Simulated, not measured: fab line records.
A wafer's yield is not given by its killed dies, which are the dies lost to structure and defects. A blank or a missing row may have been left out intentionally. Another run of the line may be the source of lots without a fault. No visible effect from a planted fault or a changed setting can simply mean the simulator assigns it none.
fab line records    flow gf180mcu
record lots=5  wafers=23
route steps=602 shown STI@4 LVPWELL@62 MVPSD@80 VT_IMPLANT@107 DUAL_GATE@147 HV_LDD@212
start-h: start of the lot's first displayed wafer, in hours after the record's first day    wait-h: hours since the lot's step before    " as in the row above    L1.1+2: several wafers, shown together as one row    - no value present, or no start provided    * or withheld: withheld    < > ~ a bound
route shown NAME@n: names a module that has steps shown in the file, with the first one's number in the route    usual: the fault-free wafers' mean and standard deviation    same: alike in all rows    chamber/n: place in a boat    sites: the reading at each site    _std_site: standard deviation of those values    _edge_site: the outer-site mean with the inner-site mean subtracted    radius-mm: how far each site lies from the wafer's centre    mask NAME#n: copy n    behind: tool/chamber where the wafer was last shaped    hold: what put the lot on hold/how long, in hours/how the hold closed    device: transistor that didn't switch, given as n, p or np    end of line: tests of these same wafers at the route's end    step lacking rows: just its recipe    killed: at the first sort, the dies lost to defects and structure; wafer yield is something else    map: shows each die of a wafer: x if killed, . if not, _ if none is there
set.NAME: setting as actually run; set.NAME@STEP: the setting as run at that earlier step    model.NAME: the simulator's own value behind a step, which no gauge read
lots with deliberately changed settings; one table per step, one row per wafer
## steps
# step GF_STI_CVD_03
# recipe material=Si3N4  precursor=DCS/NH3  target-thk-nm=207.16  temp-c=770  time-s=3551  pressure-mtorr=250
lot.wafer  tool      chamber  start-h  wait-h  set.pressure-mtorr  model.Si3N4_of_STI_CVD_03.thk-nm
L074.1     -         -        -        0.4     215                 199.4
L074.2     "         -        "        "       215                 198.8
L074.3     "         -        "        "       215                 199.7
L074.4     "         -        "        "       215                 200.3
L074.5     "         -        "        "       215                 198.7
L076.2     lpcvd-01  0        23.08    0.0     250                 208.2
L076.3     "         0        "        "       250                 207.4
L076.6     "         0        "        "       250                 207.3
L077.1     -         -        -        0.1     224.1               197.7
L077.3     "         -        "        "       224.1               198.4
L077.4     "         -        "        "       224.1               198.7
L077.5     "         -        "        "       224.1               197.8
L077.6     "         -        "        "       224.1               199.2
L082.2     -         -        -        0.0     278.6               212.2
L082.3     "         -        "        "       278.6               209.5
L082.4     "         -        "        "       278.6               208.6
L082.5     "         -        "        "       278.6               210.5
L082.6     "         -        "        "       278.6               209.9
L084.1     -         -        -        0.1     250                 202.4
L084.2     "         -        "        "       250                 202.6
L084.3     "         -        "        "       250                 204
L084.4     "         -        "        "       250                 202.8
L084.5     "         -        "        "       250                 203.1
# step GF_STI_OXIDATION_21
# recipe temp-c=1000  ambient=O2  stabilise-s=600  purge-s=300  target-thk-a=150  ox-time-s=458
lot.wafer  tool        chamber  start-h  wait-h  set.temp-c  model.SiO2_of_STI_OXIDATION_21.thk-nm
L074.1     -           -        -        1.3     1000        14.44
L074.2     "           -        "        "       1000        14.73
L074.3     "           -        "        "       1000        14.76
L074.4     "           -        "        "       1000        14.7
L074.5     "           -        "        "       1000        14.81
L076.2     furnace-02  0        36.67    0.0     1000        14.38
L076.3     "           0        "        "       1000        14.72
L076.6     "           0        "        "       1000        14.62
L077.1     -           -        -        0.6     1000        14.75
L077.3     "           -        "        "       1000        14.78
L077.4     "           -        "        "       1000        14.96
L077.5     "           -        "        "       1000        14.7
L077.6     "           -        "        "       1000        14.73
L082.2     -           -        -        0.0     972         10.24
L082.3     "           -        "        "       972         10.2
L082.4     "           -        "        "       972         10.01
L082.5     "           -        "        "       972         10.12
L082.6     "           -        "        "       972         10.29
L084.1     -           -        -        0.2     1016        17.08
L084.2+5   "           -        "        "       1016        16.81
L084.3     "           -        "        "       1016        16.74
L084.4     "           -        "        "       1016        16.76
# step GF_STI_THK_MEAS_22
# recipe reads=SiO2_of_STI_OXIDATION_21
# usual STI_OXIDATION_01_THK=14.82/0.22
lot.wafer  tool           chamber  start-h  wait-h  set.temp-c@STI_OXIDATION_21  STI_OXIDATION_01_THK[nm]
L074.1     film-metro-03  -        -        -       1000                         14.44
L074.2     "              -        "        "       1000                         14.74
L074.3     "              -        "        "       1000                         14.73
L074.4     "              -        "        "       1000                         14.71
L074.5     "              -        "        "       1000                         14.82
L076.2     film-metro-02  -        37.81    0.0     1000                         14.37
L076.3     "              -        "        "       1000                         14.74
L076.6     "              -        "        "       1000                         14.63
L077.1     film-metro-01  -        -        -       1000                         14.74
L077.3     "              -        "        "       1000                         14.79
L077.4     "              -        "        "       1000                         14.95
L077.5     "              -        "        "       1000                         14.65
L077.6     "              -        "        "       1000                         14.75
L082.2     film-metro-01  -        -        -       972                          10.26
L082.3     "              -        "        "       972                          10.22
L082.4     "              -        "        "       972                          10.02
L082.5     "              -        "        "       972                          10.10
L082.6     "              -        "        "       972                          10.26
L084.1     film-metro-01  -        -        -       1016                         17.10
L084.2     "              -        "        "       1016                         16.79
L084.3     "              -        "        "       1016                         16.75
L084.4     "              -        "        "       1016                         16.75
L084.5     "              -        "        "       1016                         16.80
# step GF_LVPWELL_IMPLANT_08
# recipe species=B  energy-kev=170  dose-cm2=1.5e+13  tilt-deg=0
lot.wafer   tool          chamber  start-h  wait-h  set.energy-kev  model.implant.rp-nm  model.implant.drp-nm
L074.1+3+5  implanter-04  0        67.80    0.0     170             496                  102.4
L074.2+4    "             0        "        "       162.6           479.8                100.8
L076.2+3+6  implanter-01  0        78.64    0.0     170             488.4                102.4
L077.1+3    implanter-01  0        86.31    0.0     160.2           464.6                100.2
L077.4+5+6  "             0        "        "       170             485.7                102.4
L082.2+3+6  implanter-02  0        116.53   0.0     170             484.1                102.4
L082.4+5    "             0        "        "       159             460.4                99.91
L084.1+2+3  implanter-04  0        124.35   0.0     156.8           469.7                99.34
L084.4+5    "             0        "        "       170             499.3                102.4
# step GF_MVPSD_COAT_02
# recipe spin-rpm=2000  resist-thk-nm=3000
lot.wafer  tool            chamber  start-h  wait-h  set.resist-thk-nm  model.coat_of_MVPSD_COAT_02.thk-nm
L074.1     litho-track-01  0        88.18    0.1     3000               3016
L074.2     "               0        "        "       3000               3018
L074.3     "               0        "        "       3124               3143
L074.4     "               0        "        "       3124               3139
L074.5     "               0        "        "       3124               3147
L076.2     litho-track-03  0        98.41    0.1     3000               2997
L076.3     "               0        "        "       3000               2993
L076.6     "               0        "        "       3000               2996
L077.1     litho-track-01  0        107.93   0.1     3000               2993
L077.3     "               0        "        "       2822               2819
L077.4     "               0        "        "       3000               2991
L077.5     "               0        "        "       3000               2997
L077.6     "               0        "        "       2822               2815
L082.2     litho-track-03  0        139.81   0.1     3000               2990
L082.3     "               0        "        "       2823               2829
L082.4     "               0        "        "       2823               2821
L082.5     "               0        "        "       3000               3010
L082.6     "               0        "        "       3000               2994
L084.1     litho-track-04  0        148.27   0.1     3000               3014
L084.2     "               0        "        "       3000               3007
L084.3     "               0        "        "       3061               3070
L084.4     "               0        "        "       3061               3071
L084.5     "               0        "        "       3000               3013
# step GF_MVPSD_STRIP_10
# recipe chemistry=O2/N2  power-w=1400  pressure-mtorr=1500  platen-temp-c=250  o2-flow-sccm=3000  n2-flow-sccm=300  overash-fraction=0.5
# usual oes-product-au=0.722/0.0038  strip-time-to-endpoint-s=37.07/0.13
lot.wafer  tool             chamber  start-h  wait-h  set.pressure-mtorr  set.resist-thk-nm@MVPSD_COAT_02  oes-product-au  strip-time-to-endpoint-s
L074.1     plasma-asher-04  1        96.32    0.1     1581                3000                             0.728           36.64
L074.2     "                0        "        "       1581                3000                             0.732           36.65
L074.3     "                1        "        "       1581                3124                             0.723           38.10
L074.4     "                0        "        "       1581                3124                             0.724           38.04
L074.5     "                1        "        "       1581                3124                             0.730           38.12
L076.2     plasma-asher-02  0        105.87   0.1     1500                3000                             0.718           36.91
L076.3     "                0        "        "       1500                3000                             0.721           36.87
L076.6     "                1        "        "       1500                3000                             0.722           36.92
L077.1     plasma-asher-02  0        116.42   0.1     1425                3000                             0.711           37.44
L077.3     "                1        "        "       1425                2822                             0.712           35.41
L077.4     "                0        "        "       1425                3000                             0.712           37.39
L077.5     "                1        "        "       1425                3000                             0.713           37.48
L077.6     "                0        "        "       1425                2822                             0.715           35.36
L082.2     plasma-asher-01  1        148.42   0.1     1500                3000                             0.732           36.83
L082.3     "                0        "        "       1500                2823                             0.720           35.00
L082.4     "                1        "        "       1500                2823                             0.718           34.90
L082.5     "                0        "        "       1500                3000                             0.713           37.08
L082.6     "                1        "        "       1500                3000                             0.730           36.89
L084.1     plasma-asher-02  0        157.02   0.1     1667                3000                             0.738           36.20
L084.2     "                1        "        "       1667                3000                             0.736           36.12
L084.3     "                0        "        "       1667                3061                             0.737           36.83
L084.4     "                1        "        "       1667                3061                             0.736           36.84
L084.5     "                1        "        "       1667                3000                             0.732           36.20
# step GF_VT_IMPLANT_DEVELOP_17
# recipe develop-time-s=60  dev-temp-c=23
lot.wafer  tool            chamber  start-h  wait-h  set.dev-temp-c  model.VT_IMPLANT.cd-nm
L074.1     litho-track-03  0        126.28   0.1     21.65           870.4
L074.2     "               0        "        "       21.65           869.3
L074.3     "               0        "        "       23              600.4
L074.4     "               0        "        "       23              601.5
L074.5     "               0        "        "       21.65           870.1
L076.2     litho-track-02  0        136.40   0.1     23              606.7
L076.3     "               0        "        "       23              608.9
L076.6     "               0        "        "       23              608.5
L077.1     litho-track-01  0        147.58   0.1     25.1            853.2
L077.3     "               0        "        "       25.1            851.5
L077.4     "               0        "        "       25.1            852.3
L077.5     "               0        "        "       23              599.1
L077.6     "               0        "        "       23              602.3
L082.2     litho-track-02  0        182.60   0.1     23              604
L082.3     "               0        "        "       23              604.4
L082.4     "               0        "        "       23              603.5
L082.5     "               0        "        "       26.49           846.1
L082.6     "               0        "        "       26.49           849.7
L084.1+2   litho-track-02  0        191.62   0.1     23              604.1
L084.3     "               0        "        "       20.61           865.7
L084.4     "               0        "        "       23              605.6
L084.5     "               0        "        "       20.61           867.5
# step GF_VT_IMPLANT_IMPLANT_19
# recipe species=As  energy-kev=100  dose-cm2=4.35e+12  tilt-deg=7
lot.wafer       tool          chamber  start-h  wait-h  set.dose-cm2
L074.1+2+3      implanter-02  0        126.47   0.0     4.35e+12
L074.4+5        "             0        "        "       4.706e+12
L076.2+3+6      implanter-04  0        136.58   0.0     4.35e+12
L077.1+3+6      implanter-03  0        147.77   0.0     4.971e+12
L077.4+5        "             0        "        "       4.35e+12
L082.2+4        implanter-03  0        182.78   0.0     4.35e+12
L082.3+5+6      "             0        "        "       4.821e+12
L084.1+2+3+4+5  implanter-03  0        191.81   0.0     4.35e+12
# step GF_VT_IMPLANT_STRIP_20
# recipe chemistry=O2/N2  power-w=1400  pressure-mtorr=1500  platen-temp-c=250  o2-flow-sccm=3000  n2-flow-sccm=300  overash-fraction=0.5
# step GF_VT_IMPLANT_TW_MEAS_21
# usual VT_IMPLANT_2_TW=1215/18
lot.wafer  tool           chamber  start-h  wait-h  set.dose-cm2@VT_IMPLANT_IMPLANT_19  VT_IMPLANT_2_TW
L074.1     film-metro-01  -        126.72   0.1     4.35e+12                            1199
L074.2     "              -        "        "       4.35e+12                            1204
L074.3     "              -        "        "       4.35e+12                            1200
L074.4     "              -        "        "       4.706e+12                           1230
L074.5     "              -        "        "       4.706e+12                           1228
L076.2     film-metro-02  -        136.82   0.1     4.35e+12                            1204
L076.3     "              -        "        "       4.35e+12                            1214
L076.6     "              -        "        "       4.35e+12                            1201
L077.1     film-metro-01  -        148.02   0.1     4.971e+12                           1251
L077.3     "              -        "        "       4.971e+12                           1251
L077.4     "              -        "        "       4.35e+12                            1198
L077.5     "              -        "        "       4.35e+12                            1209
L077.6     "              -        "        "       4.971e+12                           1262
L082.2     film-metro-01  -        183.02   0.1     4.35e+12                            1196
L082.3     "              -        "        "       4.821e+12                           1230
L082.4     "              -        "        "       4.35e+12                            1185
L082.5     "              -        "        "       4.821e+12                           1236
L082.6     "              -        "        "       4.821e+12                           1235
L084.1     film-metro-04  -        192.06   0.1     4.35e+12                            1226
L084.2     "              -        "        "       4.35e+12                            1234
L084.3     "              -        "        "       4.35e+12                            1228
L084.4     "              -        "        "       4.35e+12                            1230
L084.5     "              -        "        "       4.35e+12                            1229
# step GF_VT_IMPLANT_IMPLANT_30
# recipe species=B  energy-kev=25  dose-cm2=2.534e+12  tilt-deg=7
lot.wafer       tool          chamber  start-h  wait-h  set.energy-kev  model.implant.rp-nm  model.implant.drp-nm
L074.1+3+4      implanter-03  0        142.62   0.0     25.62           85.22                36.66
L074.2+5        "             0        "        "       25              83.18                35.62
L076.2+3+6      implanter-03  0        152.23   0.0     25              82.24                35.62
L077.1+3        implanter-04  0        164.47   0.0     25              84.25                35.62
L077.4+5+6      "             0        "        "       23.83           80.36                33.67
L082.2+6        implanter-02  0        200.89   0.0     25              82.55                35.62
L082.3+4+5      "             0        "        "       27.1            89.37                39.05
L084.1+2+3+4+5  implanter-02  0        210.97   0.0     25              81.88                35.62
# step GF_VT_IMPLANT_COAT_35
# recipe resist=NOVOLAK  spin-rpm=3000  resist-thk-nm=1000
lot.wafer   tool            chamber  start-h  wait-h  set.spin-rpm  model.NOVOLAK_of_VT_IMPLANT_COAT_35.thk-nm
L074.1      litho-track-01  0        150.33   0.1     3187          969.4
L074.2      "               0        "        "       3000          997.6
L074.3      "               0        "        "       3187          972.3
L074.4      "               0        "        "       3000          999.1
L074.5      "               0        "        "       3187          972.6
L076.2      litho-track-03  0        160.06   0.1     3000          1005
L076.3      "               0        "        "       3000          1003
L076.6      "               0        "        "       3000          1001
L077.1+3+5  litho-track-01  0        172.38   0.1     2813          1034
L077.4      "               0        "        "       3000          1002
L077.6      "               0        "        "       3000          1003
L082.2+5    litho-track-02  0        210.20   0.1     3000          1004
L082.3      "               0        "        "       3000          1005
L082.4+6    "               0        "        "       2854          1032
L084.1      litho-track-01  0        219.13   0.1     3000          1001
L084.2      "               0        "        "       3121          984.6
L084.3      "               0        "        "       3000          1002
L084.4      "               0        "        "       3121          981.1
L084.5      "               0        "        "       3000          998.3
# step GF_VT_IMPLANT_SOFTBAKE_36
# recipe temp-c=90  time-s=60  resist=NOVOLAK
# step GF_VT_IMPLANT_EXPOSE_37
# recipe mask-id=Nwell_HV_AREA  target-cd-nm=860  na=0.6  source-shape=conventional  sigma-outer=0.6  dose-mj=140
# step GF_VT_IMPLANT_IMPLANT_41
# recipe species=As  energy-kev=69.47  dose-cm2=1.013e+12  tilt-deg=7
# step GF_VT_IMPLANT_STRIP_42
# recipe chemistry=O2/N2  power-w=1400  pressure-mtorr=1500  platen-temp-c=250  o2-flow-sccm=3000  n2-flow-sccm=300  overash-fraction=0.5
# usual strip-time-to-endpoint-s=12.66/0.036
lot.wafer  tool             chamber  start-h  wait-h  set.spin-rpm@VT_IMPLANT_COAT_35  strip-time-to-endpoint-s
L074.1     plasma-asher-01  0        158.86   0.1     3187                             12.29
L074.2     "                1        "        "       3000                             12.61
L074.3     "                0        "        "       3187                             12.31
L074.4     "                1        "        "       3000                             12.63
L074.5     "                1        "        "       3187                             12.31
L076.2     plasma-asher-01  1        168.57   0.1     3000                             12.67
L076.3     "                0        "        "       3000                             12.67
L076.6     "                1        "        "       3000                             12.63
L077.1     plasma-asher-03  1        181.41   0.1     2813                             12.97
L077.3     "                1        "        "       2813                             12.98
L077.4     "                0        "        "       3000                             12.64
L077.5     "                1        "        "       2813                             12.96
L077.6     "                0        "        "       3000                             12.67
L082.2     plasma-asher-03  0        219.02   0.1     3000                             12.67
L082.3     "                1        "        "       3000                             12.68
L082.4     "                0        "        "       2854                             12.94
L082.5     "                0        "        "       3000                             12.67
L082.6     "                1        "        "       2854                             12.93
L084.1     plasma-asher-01  0        227.22   0.1     3000                             12.65
L084.2     "                1        "        "       3121                             12.46
L084.3     "                1        "        "       3000                             12.64
L084.4     "                0        "        "       3121                             12.40
L084.5     "                1        "        "       3000                             12.62
# step GF_DUAL_GATE_COAT_06
# recipe resist=NOVOLAK  spin-rpm=3000  resist-thk-nm=1000
lot.wafer  tool            chamber  start-h  wait-h  set.resist-thk-nm  model.NOVOLAK_of_DUAL_GATE_COAT_06.thk-nm
L074.1     litho-track-03  0        168.58   0.1     1052               1053
L074.2     "               0        "        "       1000               1005
L074.3     "               0        "        "       1000               1004
L074.4     "               0        "        "       1052               1059
L074.5     "               0        "        "       1000               1002
L076.2     litho-track-02  0        178.80   0.1     1000               1004
L076.3+6   "               0        "        "       1000               1003
L077.1     litho-track-03  0        192.03   0.1     1000               1004
L077.3     "               0        "        "       1000               1007
L077.4     "               0        "        "       1000               1009
L077.5     "               0        "        "       1000               1003
L077.6     "               0        "        "       1000               1005
L082.2     litho-track-04  0        229.34   0.1     1057               1062
L082.3     "               0        "        "       1057               1059
L082.4+5   "               0        "        "       1000               1003
L082.6     "               0        "        "       1000               1006
L084.1     litho-track-03  0        238.88   0.1     978.4              977.4
L084.2     "               0        "        "       1000               998.7
L084.3     "               0        "        "       1000               998.1
L084.4     "               0        "        "       978.4              975.5
L084.5     "               0        "        "       978.4              976.1
# step GF_DUAL_GATE_DEVELOP_10
# recipe develop-time-s=60  dev-temp-c=23
lot.wafer       tool            chamber  start-h  wait-h  set.develop-time-s
L074.1+2+4      litho-track-03  0        176.18   0.1     60
L074.3+5        "               0        "        "       64.24
L076.2+3+6      litho-track-02  0        187.30   0.1     60
L077.1+3+4+5+6  litho-track-04  0        201.86   0.1     60
L082.2+3+4      litho-track-04  0        238.54   0.1     60
L082.5+6        "               0        "        "       55.99
L084.1+3        litho-track-03  0        247.58   0.1     67.87
L084.2+4+5      "               0        "        "       60
# step GF_DUAL_GATE_WET_ETCH_12
# recipe chemistry=dHF  target-depth-nm=13  dry=n2-spin  target=SiO2  temp-c=25  dilution=100:1  time-s=260
# step GF_DUAL_GATE_STRIP_13
# recipe chemistry=O2/N2  power-w=1400  pressure-mtorr=1500  platen-temp-c=250  o2-flow-sccm=3000  n2-flow-sccm=300  overash-fraction=0.5394
# usual strip-time-to-endpoint-s=12.66/0.035
lot.wafer  tool             chamber  start-h  wait-h  set.resist-thk-nm@DUAL_GATE_COAT_06  strip-time-to-endpoint-s
L074.1     plasma-asher-03  0        176.45   0.0     1052                                 13.15
L074.2     "                1        "        "       1000                                 12.69
L074.3     "                0        "        "       1000                                 12.67
L074.4     "                1        "        "       1052                                 13.23
L074.5     "                1        "        "       1000                                 12.63
L076.2     plasma-asher-03  1        187.54   0.0     1000                                 12.66
L076.3     "                0        "        "       1000                                 12.67
L076.6     "                0        "        "       1000                                 12.66
L077.1     plasma-asher-02  1        202.14   0.0     1000                                 12.67
L077.3     "                1        "        "       1000                                 12.69
L077.4     "                0        "        "       1000                                 12.73
L077.5     "                1        "        "       1000                                 12.65
L077.6     "                0        "        "       1000                                 12.70
L082.2     plasma-asher-02  1        238.79   0.0     1057                                 13.26
L082.3     "                1        "        "       1057                                 13.23
L082.4     "                0        "        "       1000                                 12.66
L082.5     "                1        "        "       1000                                 12.67
L082.6     "                0        "        "       1000                                 12.71
L084.1     plasma-asher-04  0        247.85   0.0     978.4                                12.37
L084.2     "                1        "        "       1000                                 12.61
L084.3     "                1        "        "       1000                                 12.60
L084.4     "                0        "        "       978.4                                12.33
L084.5     "                0        "        "       978.4                                12.35
# step GF_HV_LDD_IMPLANT_36
# recipe species=P  energy-kev=60  dose-cm2=7.5e+12  tilt-deg=30  rotation-deg=270
lot.wafer   tool          chamber  start-h  wait-h  set.dose-cm2
L074.1+3+5  implanter-01  0        253.98   0.1     6.699e+12
L074.2+4    "             0        "        "       7.5e+12
L076.2+3+6  implanter-04  0        265.71   0.1     7.5e+12
L077.1+4    implanter-02  0        281.83   0.1     6.486e+12
L077.3+5+6  "             0        "        "       7.5e+12
L082.2+5+6  implanter-02  0        324.36   0.1     8.775e+12
L082.3+4    "             0        "        "       7.5e+12
L084.1+4    implanter-01  0        335.22   0.1     8.158e+12
L084.2+3+5  "             0        "        "       7.5e+12
# step GF_HV_LDD_COAT_41
# recipe resist=NOVOLAK  spin-rpm=3000  resist-thk-nm=1000
lot.wafer  tool            chamber  start-h  wait-h  set.spin-rpm  model.NOVOLAK_of_HV_LDD_COAT_41.thk-nm
L074.1     litho-track-03  0        263.48   0.1     3000          999.7
L074.2     "               0        "        "       2857          1025
L074.3     "               0        "        "       3000          1000
L074.4     "               0        "        "       3000          998.2
L074.5     "               0        "        "       2857          1023
L076.2     litho-track-03  0        275.20   0.1     3000          999.1
L076.3     "               0        "        "       3000          1000
L076.6     "               0        "        "       3000          998.9
L077.1     litho-track-03  0        291.93   0.1     2843          1028
L077.3     "               0        "        "       3000          1002
L077.4+5   "               0        "        "       3000          1003
L077.6     "               0        "        "       2843          1030
L082.2     litho-track-03  0        335.25   0.1     3086          985.2
L082.3     "               0        "        "       3000          998.4
L082.4+6   "               0        "        "       3000          1001
L082.5     "               0        "        "       3086          984.2
L084.1     litho-track-03  0        346.83   0.1     3000          998.3
L084.2     "               0        "        "       3000          998.8
L084.3     "               0        "        "       2826          1028
L084.4     "               0        "        "       3000          998.7
L084.5     "               0        "        "       2826          1027
## key
split step=GF_STI_CVD_03  setting=pressure-mtorr  stated=250  by=lot
response step=GF_STI_CVD_03  reading=model.Si3N4_of_STI_CVD_03.thk-nm  change=+0.464  per=1%  r=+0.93
split step=GF_STI_OXIDATION_21  setting=temp-c  stated=1000  by=lot
response step=GF_STI_OXIDATION_21  reading=model.SiO2_of_STI_OXIDATION_21.thk-nm  change=+1.53  per=1%  r=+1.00
response step=GF_STI_THK_MEAS_22  reading=STI_OXIDATION_01_THK  change=+1.53  per=1%  r=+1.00
split step=GF_LVPWELL_IMPLANT_08  setting=energy-kev  stated=170  by=wafer
response step=GF_LVPWELL_IMPLANT_08  reading=model.implant.rp-nm  change=+3.73  per=1%  r=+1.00
response step=GF_LVPWELL_IMPLANT_08  reading=model.implant.drp-nm  change=+0.385  per=1%  r=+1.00
split step=GF_MVPSD_COAT_02  setting=resist-thk-nm  stated=3000  by=wafer
response step=GF_MVPSD_COAT_02  reading=model.coat_of_MVPSD_COAT_02.thk-nm  change=+29.7  per=1%  r=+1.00
response step=GF_MVPSD_STRIP_10  reading=strip-time-to-endpoint-s  change=*  per=1%  r=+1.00
split step=GF_MVPSD_STRIP_10  setting=pressure-mtorr  stated=1500  by=lot
response step=GF_MVPSD_STRIP_10  reading=oes-product-au  change=+0.00138  per=1%  r=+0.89
split step=GF_VT_IMPLANT_DEVELOP_17  setting=dev-temp-c  stated=23  by=wafer
response step=GF_VT_IMPLANT_DEVELOP_17  reading=model.VT_IMPLANT.cd-nm  shape=bent  at-lowest=866.6  at-stated=604.1  at-highest=847.9
split step=GF_VT_IMPLANT_IMPLANT_19  setting=dose-cm2  stated=4.35e+12  by=wafer
response step=GF_VT_IMPLANT_TW_MEAS_21  reading=VT_IMPLANT_2_TW  change=+3.68  per=1%  r=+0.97
split step=GF_VT_IMPLANT_IMPLANT_30  setting=energy-kev  stated=25  by=wafer
response step=GF_VT_IMPLANT_IMPLANT_30  reading=model.implant.rp-nm  change=+0.817  per=1%  r=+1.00
response step=GF_VT_IMPLANT_IMPLANT_30  reading=model.implant.drp-nm  change=+0.411  per=1%  r=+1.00
split step=GF_VT_IMPLANT_COAT_35  setting=spin-rpm  stated=3000  by=wafer
response step=GF_VT_IMPLANT_COAT_35  reading=model.NOVOLAK_of_VT_IMPLANT_COAT_35.thk-nm  change=-4.87  per=1%  r=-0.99
response step=GF_VT_IMPLANT_STRIP_42  reading=strip-time-to-endpoint-s  change=*  per=1%  r=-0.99
split step=GF_DUAL_GATE_COAT_06  setting=resist-thk-nm  stated=1000  by=wafer
response step=GF_DUAL_GATE_COAT_06  reading=model.NOVOLAK_of_DUAL_GATE_COAT_06.thk-nm  change=+10  per=1%  r=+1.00
response step=GF_DUAL_GATE_STRIP_13  reading=strip-time-to-endpoint-s  change=*  per=1%  r=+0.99
split step=GF_DUAL_GATE_DEVELOP_10  setting=develop-time-s  stated=60  by=wafer
response none clear
split step=GF_HV_LDD_IMPLANT_36  setting=dose-cm2  stated=7.5e+12  by=wafer
response none in this file
split step=GF_HV_LDD_COAT_41  setting=spin-rpm  stated=3000  by=wafer
response step=GF_HV_LDD_COAT_41  reading=model.NOVOLAK_of_HV_LDD_COAT_41.thk-nm  change=-5.08  per=1%  r=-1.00
